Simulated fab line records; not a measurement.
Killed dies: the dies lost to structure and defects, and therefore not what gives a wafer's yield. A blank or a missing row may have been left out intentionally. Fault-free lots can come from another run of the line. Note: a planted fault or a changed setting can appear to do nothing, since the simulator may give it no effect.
fab line records :: flow sky130 :: part 2 of 2: steps 29 to 29 of 29
[record]
  lots = 6
  wafers = 18
  last_day = 51
route steps=708 shown SD_N@350 SD_P@359 RES_XHIGH@360 SALICIDE@361 LI_CONTACT@362 PAD_OPEN@708
lots that met no fault: from a run of the same line without faults
start_h: hours from the record's first day to the start of the lot's first wafer shown :: wait_h: hours elapsed since this lot's preceding step :: " as in the row above :: L1.1+2: a single row standing in for several wafers :: - no value, or no start given :: * or withheld: withheld :: < > ~ a bound
route shown NAME@n: names a module that has steps shown in the file, with the first one's number in the route :: usual: mean/standard deviation taken from wafers without a fault :: same: alike in all rows :: chamber/n: place in a boat :: sites: per-site readings :: _std_site: their standard deviation :: _edge_site: inner sites' mean taken away from outer sites' mean :: radius_mm: for every site, how far away it sits from the centre of the wafer :: mask NAME#n: copy n :: behind: the last tool/chamber to shape the wafer :: hold: cause of the lot's hold/its duration in hours/its outcome :: device: transistor that didn't switch, given as n, p or np :: end of line: the route-end tests of the same wafers :: where a step has no rows: the recipe by itself :: killed: count of dies lost to structure and defects at first sort (not the wafer's yield) :: map: a wafer's dies, marking killed ones x, the rest . and places with no die _
set.NAME: setting as actually run; set.NAME@STEP: the setting as run at that earlier step :: model.NAME: the simulator's own value behind a step, which no gauge read
certain route steps with their lots: each step a table, each wafer a row
services: the hour from which a tool's chamber was out of use, counted from the record's first day as start_h (under 0 if before that day), plus the number of hours and why
[[steps]]
[step SKY_PAD_OPEN_PROBE_99]
[usual]
  killed_at_M0_to_M3 = 42/7.3
  killed_at_M4_up = 3.4/2
  killed_at_contacts = 24/5.6
  killed_at_front_end = 16/4.5
  killed_at_other = 0.2/0.51
  killed_dies = 86/9.8
  killed_on_rim = 17/3.8
  killed_open = 46/7
  killed_short = 40/6.7
[same]
  gross_dies = 492
  killed_at_back_side = 0
lot.wafer: L320.2
tool: prober-02
chamber: -
start_h: 1103.00
wait_h: 0.1
killed_at_M0_to_M3: 35
killed_at_M4_up: 6
killed_at_contacts: 21
killed_at_front_end: 19
killed_at_other: 1
killed_dies: 82
killed_on_rim: 15
killed_open: 44
killed_short: 38

lot.wafer: L320.4
tool: prober-02
chamber: -
start_h: 1103.10
wait_h: 0.2
killed_at_M0_to_M3: 39
killed_at_M4_up: 5
killed_at_contacts: 20
killed_at_front_end: 16
killed_at_other: 1
killed_dies: 81
killed_on_rim: 14
killed_open: 44
killed_short: 37

lot.wafer: L320.6
tool: prober-02
chamber: -
start_h: 1103.20
wait_h: 0.2
killed_at_M0_to_M3: 40
killed_at_M4_up: 3
killed_at_contacts: 32
killed_at_front_end: 24
killed_at_other: 0
killed_dies: 99
killed_on_rim: 24
killed_open: 47
killed_short: 51

lot.wafer: L323.1
tool: prober-01
chamber: -
start_h: 1125.03
wait_h: 0.1
killed_at_M0_to_M3: 44
killed_at_M4_up: 4
killed_at_contacts: 19
killed_at_front_end: 18
killed_at_other: 0
killed_dies: 85
killed_on_rim: 19
killed_open: 40
killed_short: 44

lot.wafer: L323.5
tool: prober-01
chamber: -
start_h: 1125.23
wait_h: 0.2
killed_at_M0_to_M3: 49
killed_at_M4_up: 4
killed_at_contacts: 18
killed_at_front_end: 20
killed_at_other: 0
killed_dies: 91
killed_on_rim: 18
killed_open: 47
killed_short: 44

lot.wafer: L323.6
tool: prober-01
chamber: -
start_h: 1125.28
wait_h: 0.2
killed_at_M0_to_M3: 46
killed_at_M4_up: 1
killed_at_contacts: 21
killed_at_front_end: 12
killed_at_other: 0
killed_dies: 80
killed_on_rim: 21
killed_open: 49
killed_short: 31

lot.wafer: L332.1
tool: prober-01
chamber: -
start_h: 1213.86
wait_h: 0.1
killed_at_M0_to_M3: 43
killed_at_M4_up: 4
killed_at_contacts: 21
killed_at_front_end: 9
killed_at_other: 0
killed_dies: 77
killed_on_rim: 17
killed_open: 46
killed_short: 31

lot.wafer: L332.2
tool: prober-01
chamber: -
start_h: 1213.91
wait_h: 0.1
killed_at_M0_to_M3: 34
killed_at_M4_up: 2
killed_at_contacts: 41
killed_at_front_end: 15
killed_at_other: 0
killed_dies: 92
killed_on_rim: 28
killed_open: 50
killed_short: 31

lot.wafer: L332.3
tool: prober-01
chamber: -
start_h: 1213.96
wait_h: 0.2
killed_at_M0_to_M3: 46
killed_at_M4_up: 4
killed_at_contacts: 29
killed_at_front_end: 18
killed_at_other: 0
killed_dies: 97
killed_on_rim: 20
killed_open: 49
killed_short: 48

lot.wafer: L331.2
tool: prober-02
chamber: -
start_h: 1214.56
wait_h: 0.1
killed_at_M0_to_M3: 38
killed_at_M4_up: 1
killed_at_contacts: 27
killed_at_front_end: 11
killed_at_other: 0
killed_dies: 77
killed_on_rim: 18
killed_open: 44
killed_short: 33

lot.wafer: L331.3
tool: prober-02
chamber: -
start_h: 1214.61
wait_h: 0.2
killed_at_M0_to_M3: 35
killed_at_M4_up: 8
killed_at_contacts: 58
killed_at_front_end: 16
killed_at_other: 0
killed_dies: 117
killed_on_rim: 31
killed_open: 51
killed_short: 52

lot.wafer: L331.4
tool: prober-02
chamber: -
start_h: 1214.66
wait_h: 0.2
killed_at_M0_to_M3: 35
killed_at_M4_up: 7
killed_at_contacts: 40
killed_at_front_end: 11
killed_at_other: 0
killed_dies: 93
killed_on_rim: 19
killed_open: 46
killed_short: 47

lot.wafer: L335.1
tool: prober-01
chamber: -
start_h: 1215.40
wait_h: 0.1
killed_at_M0_to_M3: 42
killed_at_M4_up: 6
killed_at_contacts: 27
killed_at_front_end: 20
killed_at_other: 0
killed_dies: 95
killed_on_rim: 22
killed_open: 53
killed_short: 42

lot.wafer: L335.4
tool: prober-01
chamber: -
start_h: 1215.55
wait_h: 0.2
killed_at_M0_to_M3: 39
killed_at_M4_up: 3
killed_at_contacts: 28
killed_at_front_end: 15
killed_at_other: 0
killed_dies: 85
killed_on_rim: 21
killed_open: 47
killed_short: 38

lot.wafer: L335.6
tool: prober-01
chamber: -
start_h: 1215.65
wait_h: 0.2
killed_at_M0_to_M3: 41
killed_at_M4_up: 3
killed_at_contacts: 31
killed_at_front_end: 16
killed_at_other: 0
killed_dies: 91
killed_on_rim: 13
killed_open: 43
killed_short: 46

lot.wafer: L333.1
tool: prober-02
chamber: -
start_h: 1221.93
wait_h: 0.1
killed_at_M0_to_M3: 37
killed_at_M4_up: 4
killed_at_contacts: 15
killed_at_front_end: 12
killed_at_other: 0
killed_dies: 68
killed_on_rim: 11
killed_open: 38
killed_short: 30

lot.wafer: L333.2
tool: prober-02
chamber: -
start_h: 1221.98
wait_h: 0.1
killed_at_M0_to_M3: 41
killed_at_M4_up: 4
killed_at_contacts: 23
killed_at_front_end: 15
killed_at_other: 0
killed_dies: 83
killed_on_rim: 20
killed_open: 45
killed_short: 37

lot.wafer: L333.6
tool: prober-02
chamber: -
start_h: 1222.18
wait_h: 0.2
killed_at_M0_to_M3: 42
killed_at_M4_up: 7
killed_at_contacts: 20
killed_at_front_end: 20
killed_at_other: 0
killed_dies: 89
killed_on_rim: 22
killed_open: 47
killed_short: 42
// killed by level:class
L320.2 LI_CONTACT:geometric_particle:open=8 VIA2:geometric_particle:short=6 VIA2:geometric_particle:open=5 VIA3:geometric_particle:open=5 FIELD_ISO:geometric_particle:open=4 METAL4:geometric_particle:short=4 CONTACT:geometric_particle:short=4 CONTACT:geometric_particle:open=4
L320.4 VIA1:geometric_particle:open=9 VIA3:geometric_particle:open=7 CONTACT:geometric_particle:open=6 POLY_GATE:geometric_particle:open=5 LOCAL_INTERCONNECT:geometric_particle:short=5 CONTACT:geometric_particle:short=5 VIA2:geometric_particle:open=5 METAL2:geometric_particle:short=5
L320.6 CONTACT:geometric_particle:open=11 METAL1:geometric_particle:short=9 POLY_GATE:geometric_particle:short=7 VIA1:geometric_particle:open=7 FIELD_ISO:geometric_particle:short=6 LOCAL_INTERCONNECT:geometric_particle:short=6 CONTACT:geometric_particle:short=6 VIA1:geometric_particle:short=6
L323.1 METAL1:geometric_particle:short=7 VIA1:geometric_particle:open=7 LI_CONTACT:geometric_particle:open=6 VIA3:geometric_particle:open=6 FIELD_ISO:geometric_particle:short=5 CONTACT:geometric_particle:short=5 VIA1:geometric_particle:short=5 POLY_GATE:geometric_particle:open=4
L323.5 VIA2:geometric_particle:open=11 CONTACT:geometric_particle:open=10 FIELD_ISO:geometric_particle:open=8 VIA1:geometric_particle:open=8 FIELD_ISO:geometric_particle:short=7 METAL2:geometric_particle:short=7 METAL1:geometric_particle:short=5 VIA2:geometric_particle:short=5
L323.6 VIA2:geometric_particle:open=11 VIA3:geometric_particle:open=10 CONTACT:geometric_particle:open=7 LI_CONTACT:geometric_particle:open=6 METAL1:geometric_particle:short=6 VIA1:geometric_particle:open=5 FIELD_ISO:geometric_particle:open=4 METAL2:geometric_particle:short=4
L332.1 VIA2:geometric_particle:open=11 VIA1:geometric_particle:open=10 CONTACT:geometric_particle:open=9 FIELD_ISO:geometric_particle:short=4 VIA3:geometric_particle:open=4 METAL1:geometric_particle:short=4 LI_CONTACT:geometric_particle:short=3 LI_CONTACT:geometric_particle:open=3
L332.2 CONTACT:geometric_particle:open=12 LI_CONTACT:area_hdpcvd=11 POLY_GATE:geometric_particle:open=7 LI_CONTACT:geometric_particle:open=7 METAL2:geometric_particle:short=7 VIA2:geometric_particle:open=7 CONTACT:geometric_particle:short=5 VIA1:geometric_particle:open=5
L332.3 LI_CONTACT:geometric_particle:open=10 METAL2:geometric_particle:short=9 CONTACT:geometric_particle:open=9 VIA1:geometric_particle:open=7 POLY_GATE:geometric_particle:short=6 METAL1:geometric_particle:short=6 LOCAL_INTERCONNECT:geometric_particle:short=5 VIA3:geometric_particle:open=5
L331.2 VIA1:geometric_particle:open=9 LI_CONTACT:geometric_particle:open=7 LOCAL_INTERCONNECT:geometric_particle:short=7 CONTACT:geometric_particle:open=6 VIA2:geometric_particle:open=5 METAL2:geometric_particle:short=5 VIA3:geometric_particle:open=5 FIELD_ISO:geometric_particle:open=4
L331.3 LI_CONTACT:geometric_particle:open=14 LI_CONTACT:area_hdpcvd=14 CONTACT:geometric_particle:open=11 CONTACT:geometric_particle:short=10 METAL2:geometric_particle:short=8 VIA1:geometric_particle:open=7 POLY_GATE:geometric_particle:short=6 METAL4:geometric_particle:short=6
L331.4 CONTACT:geometric_particle:open=16 LI_CONTACT:geometric_particle:open=13 METAL1:geometric_particle:short=9 METAL4:geometric_particle:short=6 CONTACT:geometric_particle:short=5 VIA1:geometric_particle:open=5 LOCAL_INTERCONNECT:geometric_particle:short=4 METAL2:geometric_particle:short=4
L335.1 CONTACT:geometric_particle:open=13 FIELD_ISO:geometric_particle:short=9 VIA3:geometric_particle:open=9 FIELD_ISO:geometric_particle:open=7 LI_CONTACT:geometric_particle:open=7 VIA1:geometric_particle:open=5 METAL2:geometric_particle:short=5 METAL1:geometric_particle:short=4
L335.4 LI_CONTACT:geometric_particle:open=11 CONTACT:geometric_particle:open=8 VIA3:geometric_particle:open=7 VIA2:geometric_particle:open=6 VIA1:geometric_particle:open=6 CONTACT:geometric_particle:short=5 VIA1:geometric_particle:short=5 METAL1:geometric_particle:short=3
L335.6 CONTACT:geometric_particle:short=9 LI_CONTACT:geometric_particle:open=9 CONTACT:geometric_particle:open=9 VIA2:geometric_particle:open=8 METAL2:geometric_particle:short=7 VIA3:geometric_particle:open=7 POLY_GATE:geometric_particle:short=6 VIA1:geometric_particle:open=4
L333.1 VIA3:geometric_particle:open=10 VIA1:geometric_particle:open=7 VIA2:geometric_particle:open=6 FIELD_ISO:geometric_particle:open=5 CONTACT:geometric_particle:open=5 METAL2:geometric_particle:short=5 POLY_GATE:geometric_particle:short=4 LI_CONTACT:geometric_particle:open=4
L333.2 CONTACT:geometric_particle:open=11 METAL2:geometric_particle:short=9 VIA1:geometric_particle:open=8 FIELD_ISO:geometric_particle:short=7 VIA2:geometric_particle:open=7 VIA3:geometric_particle:open=7 LOCAL_INTERCONNECT:geometric_particle:short=5 CONTACT:geometric_particle:short=4
L333.6 FIELD_ISO:geometric_particle:open=8 CONTACT:geometric_particle:open=8 VIA1:geometric_particle:open=8 CONTACT:geometric_particle:short=6 METAL1:geometric_particle:short=6 POLY_GATE:geometric_particle:open=5 VIA1:geometric_particle:short=5 VIA2:geometric_particle:short=5
// map L331.3 (x killed, . not)
__________xx.x....xx_________
________.x............_______
______x..x.x....x.x.x..._____
_____.........x....xxxx..____
____.....x.xxx.x.x....x...___
___.x..x.x....x....xx....xx__
__...........x..x.x........x_
_x.....x.x..xx.xx..xx....x..x
_.x....x..........x.x.....x..
_.....x...x...x...x.........x
_...............x............
_..x......xx...x....x.......x
_x..x.......x.x....x.....xx..
_x......xx..............x....
_xx...x.x.x.x.....x..x.x..xx.
__.x.......x...x.......xx..._
___.........x.....x..xxx...__
____..........x....x.xxx.x___
_____..x..x.......x.....x____
______x.x...x..x...x..x._____
________............x._______
__________x.x..x...x_________
// map L332.3 (x killed, . not)
__________...x......_________
________.x..x........x_______
______...xx.......x....._____
_____xxx........x........____
____xx........x...........___
___...........xx..x..x...x.__
__.xx..x..........x........x_
_...xx....x.xxx..........x...
_.............xx..x..........
_...x.x....x......x..........
_x.x..........x....x....x....
_........x.......x..xx......x
_.........x...x...x.x........
_xx..x...x...................
_.xx.x....x.xx...x.x......x..
__...x.x....x.......x...x..._
___.x.........x....x...x...__
____..xx.....xx..x.x.x.xx.___
_____x...x.x...xxx.......____
______.....x..x....xx.x._____
________.........x...x_______
__________...x......_________
[[services]]
tool: plasma_asher-03
chamber: -
start_h: 662.48
hours: 0.8
kind: repair

tool: plasma_asher-01
chamber: -
start_h: 664.46
hours: 2.8
kind: pm

tool: hdpcvd-02
chamber: -
start_h: 669.10
hours: 5.9
kind: repair

tool: rie_diel-02
chamber: 0
start_h: 676.63
hours: 6.0
kind: repair

tool: rie_diel-04
chamber: 3
start_h: 678.16
hours: 2.2
kind: repair

tool: hdpcvd-01
chamber: -
start_h: 678.90
hours: 1.1
kind: repair

tool: plasma_asher-04
chamber: -
start_h: 688.38
hours: 8.4
kind: repair

tool: cmp-01
chamber: -
start_h: 703.69
hours: 6.4
kind: pm

tool: rie_diel-02
chamber: -
start_h: 713.73
hours: 0.7
kind: repair

tool: hdpcvd-01
chamber: 0
start_h: 732.91
hours: 5.2
kind: repair

tool: plasma_asher-04
chamber: -
start_h: 733.75
hours: 9.0
kind: pm

tool: rie_diel-01
chamber: 0
start_h: 740.75
hours: 9.9
kind: repair

tool: cmp-02
chamber: -
start_h: 744.00
hours: 4.0
kind: pm

tool: hdpcvd-02
chamber: -
start_h: 756.63
hours: 5.5
kind: pm

tool: hdpcvd-01
chamber: 0
start_h: 774.59
hours: 14.3
kind: repair

tool: cmp-02
chamber: -
start_h: 777.92
hours: 2.1
kind: repair

tool: hdpcvd-01
chamber: -
start_h: 785.96
hours: 0.8
kind: repair

tool: cmp-02
chamber: -
start_h: 807.99
hours: 0.5
kind: repair

tool: plasma_asher-01
chamber: -
start_h: 809.21
hours: 11.2
kind: repair

tool: rie_diel-02
chamber: 1
start_h: 819.21
hours: 2.2
kind: repair

tool: plasma_asher-04
chamber: -
start_h: 839.61
hours: 5.1
kind: repair

tool: plasma_asher-03
chamber: -
start_h: 841.60
hours: 0.3
kind: repair

tool: hdpcvd-01
chamber: -
start_h: 857.83
hours: 0.5
kind: repair

tool: cmp-02
chamber: -
start_h: 868.85
hours: 5.1
kind: repair
[[key]]
[first_sign]
  step = SKY_LI_CONTACT_THK_MEAS_01
  reading = LI_CONTACT_HDPCVD_THK
  direction = down
  sigmas = 18
  usual = 930
  struck = 777
[effect]
  step = SKY_LI_CONTACT_ETCH_15
  reading = oes_product_au
  direction = down
  sigmas = 29
  usual = 0.837
  struck = 0.714
[effect]
  step = SKY_PAD_OPEN_PROBE_99
  reading = killed_at_contacts
  direction = up
  sigmas = 4.5
  usual = 24
  struck = 50
met_at SKY_LI_CONTACT_HDPCVD_00
struck_wafers L331.3,L332.2
tester_left_out L331,L332
onset_between 676.95 841.71
[fault]
  kind = site_profile_drift
  tool = hdpcvd-01
  chamber = 0
  onset_h = 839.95
  steps = SKY_LI_CONTACT_HDPCVD_00
  basis = fraction
  max_abs_drift = 0.3882
  slope_share_per_hr = 86.267
  site_pattern = 0,0,0,0,0,-1,-1,-1,-1
// tester_left_out: of these lots the tester's yield and bins aren't shown, on N5 and GAA mostly nor the transistor test; their killed dies are dies lost to structure and defects alone, not to doping, threshold or leakage, so they don't give the yield
